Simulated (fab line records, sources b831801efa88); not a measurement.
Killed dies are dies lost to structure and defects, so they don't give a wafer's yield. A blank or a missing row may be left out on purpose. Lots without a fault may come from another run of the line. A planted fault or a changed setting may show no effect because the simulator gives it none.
Chamber matching | flow gf180mcu | GF_POLY_GATE_ETCH_13 on rie_si-01: 4 sister chambers
The step etches poly-Si in HBr/Cl2, stops on SiO2, target depth 198.5 nm, time 69.6 s. 8 wafers are shown with their chamber, then 10 later ones without.

WAFERS WITH THEIR CHAMBER
wafer  | chamber | drypump_motor_current_A (A) | rf_fwd_power_W (W)
L526.5 | 0       | 5.4                         | 397.5
L531.3 | 2       | 6.4                         | 397.4
L531.6 | 1       | 6.5                         | 399.3
L532.2 | 1       | 6.5                         | 397.0
L532.3 | 3       | 5.1                         | 400.1
L532.4 | 0       | 5.4                         | 397.3
L533.1 | 2       | 6.4                         | 396.9
L533.3 | 3       | 5.2                         | 397.5

WAFERS WITHOUT THEIR CHAMBER
wafer  | drypump_motor_current_A (A) | rf_fwd_power_W (W)
L533.6 | 6.5                         | 397.6
L537.2 | 6.5                         | 398.0
L537.3 | 5.2                         | 402.0
L537.4 | 5.3                         | 397.9
L538.2 | 6.5                         | 396.6
L538.3 | 5.1                         | 398.4
L538.6 | 5.1                         | 397.0
L539.1 | 6.5                         | 398.5
L539.3 | 5.4                         | 396.0
L539.6 | 6.5                         | 397.3

WHICH CHAMBER EACH WENT THROUGH
wafer  | from the rows above     | in truth
L533.6 | 1                       | 1
L537.2 | 1                       | 1
L537.3 | 3                       | 3
L537.4 | can't be placed: 0 or 3 | 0
L538.2 | can't be placed: 1 or 2 | 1
L538.3 | 3                       | 3
L538.6 | 3                       | 3
L539.1 | 1                       | 1
L539.3 | 0                       | 0
L539.6 | 1                       | 1
Placed correctly: 8 of 10. Can't be placed from these rows: 2 (the true chamber is among the candidates in 2). Placed wrongly: 0.
How it was worked out, from the rows above alone: a wafer's distance from a chamber is the root of the sum, over the readings, of the square of ((its reading less the chamber's mean) divided by the reading's scatter). The wafer belongs to the nearest chamber; if the next one is less than 2 further off, it can't be placed. A chamber's mean is the mean of its shown wafers. The scatter: the root of (the sum of the squares of (reading less its chamber's mean) over the shown wafers, divided by (wafers less chambers)).
